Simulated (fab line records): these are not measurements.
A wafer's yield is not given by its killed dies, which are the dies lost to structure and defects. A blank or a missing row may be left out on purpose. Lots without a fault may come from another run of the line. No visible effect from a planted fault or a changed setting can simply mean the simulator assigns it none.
8D (eight disciplines) problem report, filled in by code + flow sky130 + the parts of the form that need people (team, actions taken, sign-off) are left out

## 1. THE ISSUE
VT_ADJUST_LVTN_TW at SKY_VT_ADJUST_LVTN_TW_MEAS_10 reads a mean of 230.1 on 1 wafer of 1 lot; wafers without a fault read 237.2 with a standard deviation of 1.2. That puts it -5.9 standard deviations away from the usual mean.
First seen on wafer L275.2, day 11 05:16, on film_metro-03. The record holds 39 wafers of 13 lots with a number at this step. By rule, "out" or "out of limits" means more than 4 standard deviations away from the usual mean. Any other wafer with a number is counted as sound.

## 2. WHAT IT IS AND WHAT IT IS NOT
| question                    | is                | is not                                                                    |
|-----------------------------|-------------------|---------------------------------------------------------------------------|
| which readings at this step | VT_ADJUST_LVTN_TW | -                                                                         |
| which lots                  | L275              | L260, L261, L262, L263, L264, L267, L269, L270, L273, L274, L277, L283    |
| which wafers of those lots  | L275.2            | L275.4, L275.6                                                            |
| read on which gauges        | film_metro-03     | film_metro-01, film_metro-02                                              |
| when                        | from day 11 05:16 | up to then (32 sound wafers); but 6 sound wafers of L277, L283 came after |

## 3. WHAT RULES OUT EACH SUSPECT
Counting: a tool at a process step up to the reading stays a suspect if it ran every lot that is out. Sound lots after the first of them don't rule it out here, since some wafers of a struck lot are sound.
- the gauge at SKY_VT_ADJUST_LVTN_TW_MEAS_10: kept. All the wafers that are out were read on film_metro-03, and no step on other tools shows them out.
- plasma_asher-01 at SKY_FIELD_ISO_STRIP_16 (strips in O2/N2): kept. L275, the lot that is out, went through it at day 5 09:23; up to then, the latest sound lot through it was L274 at day 5 08:54.
- implanter-03 at SKY_VT_ADJUST_LVTN_IMPLANT_08: kept. L275, the lot that is out, went through it at day 11 05:01; up to then, the latest sound lot through it was L270 at day 10 13:40.
After the count, these remain: plasma_asher-01 at SKY_FIELD_ISO_STRIP_16, implanter-03 at SKY_VT_ADJUST_LVTN_IMPLANT_08 and film_metro-03 at SKY_VT_ADJUST_LVTN_TW_MEAS_10.

## 4. THE CAUSE (what the simulator had put in)
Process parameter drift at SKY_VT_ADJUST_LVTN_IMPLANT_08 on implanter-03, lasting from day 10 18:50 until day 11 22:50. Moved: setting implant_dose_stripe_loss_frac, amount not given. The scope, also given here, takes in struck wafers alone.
Of the 3 suspects that counting leaves, this tool is one.

## 5. SEQUENCE OF EFFECTS, ordered by route
One row per reading whose mean, taken over the struck wafers that have a number, lies over 3 standard deviations from the usual. Only readings for which the record gives a usual standard deviation are gone through. hours: the time from each lot's start at the first step in this table that gives one to its start at this step, as a median over the lots. sigmas: the change in usual standard deviations.
| hours | step                          | reading           | usual | on struck wafers | change | sigmas |
|-------|-------------------------------|-------------------|-------|------------------|--------|--------|
| 0     | SKY_VT_ADJUST_LVTN_TW_MEAS_10 | VT_ADJUST_LVTN_TW | 237.2 | 230.1            | -7.1   | -5.9   |

## 6. HOW IT WOULD HAVE BEEN CAUGHT EARLIER
Counted from the fault's start at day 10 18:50, it took 10 hours until the first out-of-limits reading at a measuring or inspecting step in this record, taken at day 11 05:16.
Lots out: 1; all had begun SKY_VT_ADJUST_LVTN_IMPLANT_08 on implanter-03 by day 11 05:16. Holding the tool at that point would not have protected any of them.
